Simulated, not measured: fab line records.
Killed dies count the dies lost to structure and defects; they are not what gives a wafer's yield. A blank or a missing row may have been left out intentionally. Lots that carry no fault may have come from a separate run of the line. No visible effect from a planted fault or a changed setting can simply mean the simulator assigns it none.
Which of the tools did it? | flow gf180mcu | 12 lots, 36 wafers sampled, at 3 steps of a route of 602

## WHAT THE GAUGES SHOWED, per wafer
GF_V1_THK_MEAS_03. Usual: for V1_CVD_02_THK the level is 848 nm and the standard deviation is 11.
lot  | measured     | on            | V1_CVD_02_THK (nm) | flag
L528 | day 17 00:12 | film-metro-04 | 843 844 863        |
L530 | day 17 19:13 | film-metro-03 | 846 837 866        |
L531 | day 18 00:29 | film-metro-04 | 830 847 839        |
L535 | day 20 04:43 | film-metro-04 | 844 838 847        |
L536 | day 20 07:07 | film-metro-03 | 851 861 858        |
L537 | day 20 16:52 | film-metro-03 | 835 838 856        |
L538 | day 21 04:04 | film-metro-01 | 849 829 867        |
L544 | day 23 00:58 | film-metro-03 | 856 849 849        |
L546 | day 23 13:07 | film-metro-04 | 841 847 849        |
L547 | day 24 01:20 | film-metro-04 | 850 858 845        |
L550 | day 24 21:23 | film-metro-04 | 846 857 864        |
L551 | day 25 02:57 | film-metro-03 | 835 833 843        |

## WHAT TOOL EACH LOT RAN ON (gives the tool, then ch and the chambers of the sampled wafers, and finally the start)
lot  | GF_M1_SPUTTER_04             | GF_M1_METAL_ETCH_16
L528 | pvd-sputter-02, day 16 00:43 | rie-metal-02 ch 0,1, day 16 23:18
L530 | pvd-sputter-03, day 16 19:31 | rie-metal-02 ch 0,1, day 17 18:21
L531 | pvd-sputter-02, day 17 00:33 | rie-metal-01 ch 0,1, day 17 23:35
L535 | pvd-sputter-03, day 19 03:43 | rie-metal-02 ch 0,1, day 20 03:51
L536 | pvd-sputter-01, day 19 05:38 | rie-metal-04 ch 0,1, day 20 06:14
L537 | pvd-sputter-03, day 19 16:21 | rie-metal-04 ch 0,1, day 20 16:00
L538 | pvd-sputter-03, day 20 02:52 | rie-metal-01 ch 0,1, day 21 03:08
L544 | pvd-sputter-01, day 22 00:24 | rie-metal-04 ch 0,1, day 23 00:05
L546 | pvd-sputter-01, day 22 13:43 | rie-metal-04 ch 0,1, day 23 12:17
L547 | pvd-sputter-02, day 23 01:51 | rie-metal-02 ch 0,1, day 24 00:27
L550 | pvd-sputter-02, day 23 21:54 | rie-metal-01 ch 0,1, day 24 20:32
L551 | pvd-sputter-03, day 24 04:18 | rie-metal-04 ch 0,1, day 25 02:05
- GF_M1_SPUTTER_04: material TiN, target thk 50 nm, time 41.7 s.
- GF_M1_METAL_ETCH_16: etches the open film in Cl2/BCl3, stops on SiO2, target depth 750.8 nm, time 125.1 s.

## AS READ BY THE TOOLS THEMSELVES (means over the sampled wafers that have a number; for cases with no such wafer, the mark the record gives instead)
GF_M1_SPUTTER_04. Usual: throttle-valve-pct reads 30.1 % (standard deviation 1.3).
lot  | tool           | throttle-valve-pct (%) | flag
L528 | pvd-sputter-02 | 30.6                   |
L530 | pvd-sputter-03 | 28.7                   |
L531 | pvd-sputter-02 | 31.8                   |
L535 | pvd-sputter-03 | 28.8                   |
L536 | pvd-sputter-01 | 30.4                   |
L537 | pvd-sputter-03 | 29.3                   |
L538 | pvd-sputter-03 | 28.6                   |
L544 | pvd-sputter-01 | 29.9                   |
L546 | pvd-sputter-01 | 30.0                   |
L547 | pvd-sputter-02 | 31.1                   |
L550 | pvd-sputter-02 | 31.2                   |
L551 | pvd-sputter-03 | 29.0                   |

GF_M1_METAL_ETCH_16. Usual: drypump-motor-current-A 5.8 A, standard deviation 0.38; oes-product-au 0.992 a.u., standard deviation 0.0055; throttle-valve-pct 28.228 %, standard deviation 0.0092.
lot  | tool         | drypump-motor-current-A (A) | oes-product-au (a.u.) | throttle-valve-pct (%) | flag
L528 | rie-metal-02 | 5.7                         | 0.996                 | 28.231                 |
L530 | rie-metal-02 | 5.7                         | 0.994                 | 28.232                 |
L531 | rie-metal-01 | 6.1                         | 0.996                 | 28.228                 |
L535 | rie-metal-02 | 5.7                         | 0.988                 | 28.226                 |
L536 | rie-metal-04 | 5.6                         | 0.995                 | 28.228                 |
L537 | rie-metal-04 | 5.8                         | 0.990                 | 28.227                 |
L538 | rie-metal-01 | 5.8                         | 0.989                 | 28.235                 |
L544 | rie-metal-04 | 5.8                         | 0.999                 | 28.231                 |
L546 | rie-metal-04 | 5.8                         | 0.991                 | 28.232                 |
L547 | rie-metal-02 | 5.5                         | 0.993                 | 28.233                 |
L550 | rie-metal-01 | 6.1                         | 0.996                 | 28.223                 |
L551 | rie-metal-04 | 5.6                         | 0.987                 | 28.231                 |

## THE ANSWER, worked out from the rows above alone
Rule: take the mean of a lot's wafers that have a number; if it is more than 3 standard deviations from the usual mean, the lot is off. Also off: a lot with no number at a reading for which 4 or more lots have one. All remaining lots with rows at the step are treated as sound. First the gauges in route order, then the tools' own readings, where a lot's mean is used as printed above. The first step at which some lot is off is used, and at that step the reading that is off furthest; a lot without a number counts as furthest.
No lot is off at any reading shown: from this, nothing can be told.

## WHAT WAS PUT IN BY THE SIMULATOR
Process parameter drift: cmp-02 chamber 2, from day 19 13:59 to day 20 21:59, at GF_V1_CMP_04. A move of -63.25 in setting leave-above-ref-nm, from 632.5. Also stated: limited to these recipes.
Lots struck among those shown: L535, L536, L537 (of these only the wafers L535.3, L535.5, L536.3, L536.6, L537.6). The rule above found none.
